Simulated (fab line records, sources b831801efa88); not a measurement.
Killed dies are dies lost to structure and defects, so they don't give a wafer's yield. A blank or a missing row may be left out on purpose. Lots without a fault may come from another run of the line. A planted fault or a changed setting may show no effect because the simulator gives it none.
A struck lot beside a sound one | flow sfq_line | 14 steps out of a route of 325
Sound: wafers L300.3, L300.4, L300.6. Struck: wafer L290.2. (L290.4, L290.6 of the same lot were not struck and are left out.) The cause comes at the end.
At each step with rows: each side's tool, then ch and its chambers, then its first start. Under that, the readings that differ: sound wafers | struck wafers | difference of the means | sigmas: that difference in standard deviations of wafers without a fault.
alike: readings whose means differ by less than 2 such deviations, and words and numbers that are the same on both sides. not compared: withheld readings, readings that some wafer has no value for, bounds like >300 that may hide the same value, and numbers for which the record gives no deviation and whose values overlap.
The two part at a step that has a row with sigmas, a row that says differs or no value, or rows on one side only. Numbers that don't overlap but have no deviation are shown without sigmas and don't part them. A reading that every wafer of one side lacks parts them only if that side has two wafers or more.

first, 6 steps without rows for these wafers: SFQ_TRILAYER_M0_LITHO_COAT_026 (resist thk 62 nm); SFQ_TRILAYER_M0_LITHO_COAT_021 (resist thk 600 nm); SFQ_TRILAYER_M0_LITHO_SOFTBAKE_025; SFQ_TRILAYER_M0_LITHO_EXPOSE_022 (exposes mask M0, target cd 500 nm); SFQ_TRILAYER_M0_LITHO_PEB_024 (peb time 60 s); SFQ_TRILAYER_M0_LITHO_DEVELOP_023 (time 60 s).
SFQ_M0_OVL_MEAS_906:
  sound on overlay-01, day 19 03:48; struck on overlay-01, day 14 23:41
  alike: M0_OVL
SFQ_TRILAYER_M0_BARC_OPEN_METAL_ETCH_031: etches BARC in O2, target depth 125 nm, time 41.7 s.
  sound on rie_metal-03 ch 0,1, day 19 03:51; struck on rie_metal-01 ch 0, day 14 23:43
  reading                | sound | struck | difference                   | sigmas
  rf_hours_counter_h (h) | - - - | 133    | no value on the sound wafers |
  alike: drypump_motor_current_A, oes_product_au
SFQ_TRILAYER_M0_ETCH_METAL_ETCH_024: etches Nb in Cl2/Ar, stops on SiO2, target depth 240 nm, time 120 s.
  sound on rie_metal-03 ch 0,1, day 19 03:56; struck on rie_metal-01 ch 0, day 14 23:47
  reading                | sound | struck | difference                   | sigmas
  rf_hours_counter_h (h) | - - - | 133    | no value on the sound wafers |
  alike: drypump_motor_current_A, oes_product_au
SFQ_TRILAYER_M0_STRIP_STRIP_025: strips in O2.
  sound on rie_metal-03 ch 0,1, day 19 04:13; struck on rie_metal-01 ch 0, day 14 23:55
  reading                | sound | struck | difference                   | sigmas
  rf_hours_counter_h (h) | - - - | 133    | no value on the sound wafers |
  alike: drypump_motor_current_A, oes_product_au
then, 1 step without rows for these wafers: SFQ_TRILAYER_M0_STRIP_SOLV_CLEAN_026 (cleans in NMP, time 600 s).
SFQ_TRILAYER_I0_DEP_PECVD_027: deposits SiO2 from SiH4/N2O, time 111.11 s, target thk 500 nm.
  sound on pecvd-04 ch 0,1, day 19 04:48; struck on pecvd-04 ch 2, day 15 00:41
  alike: heater_power_w, throttle_valve_pct
SFQ_TRILAYER_I0_CMP_CMP_028: polishes SiO2.
  sound on cmp-01 ch 0,1,2, day 19 05:23; struck on cmp-01 ch 0, day 15 02:16
  reading          | sound             | struck | difference | sigmas
  platen_rpm (rpm) | 60.01 59.99 59.97 | 66.00  | +6.01      | +99 or more
  alike: motor_current_A, time_to_endpoint_s
SFQ_I0_BOW_MEAS_907:
  sound on film_metro-03, day 19 07:55; struck on film_metro-02, day 15 03:47
  alike: I0_BOW

WHERE THEY PART
First at SFQ_TRILAYER_M0_BARC_OPEN_METAL_ETCH_031; last, within this record, at SFQ_TRILAYER_I0_CMP_CMP_028. Later steps at which nothing parts them and some readings are alike: SFQ_I0_BOW_MEAS_907.

WHY: what the simulator had put in
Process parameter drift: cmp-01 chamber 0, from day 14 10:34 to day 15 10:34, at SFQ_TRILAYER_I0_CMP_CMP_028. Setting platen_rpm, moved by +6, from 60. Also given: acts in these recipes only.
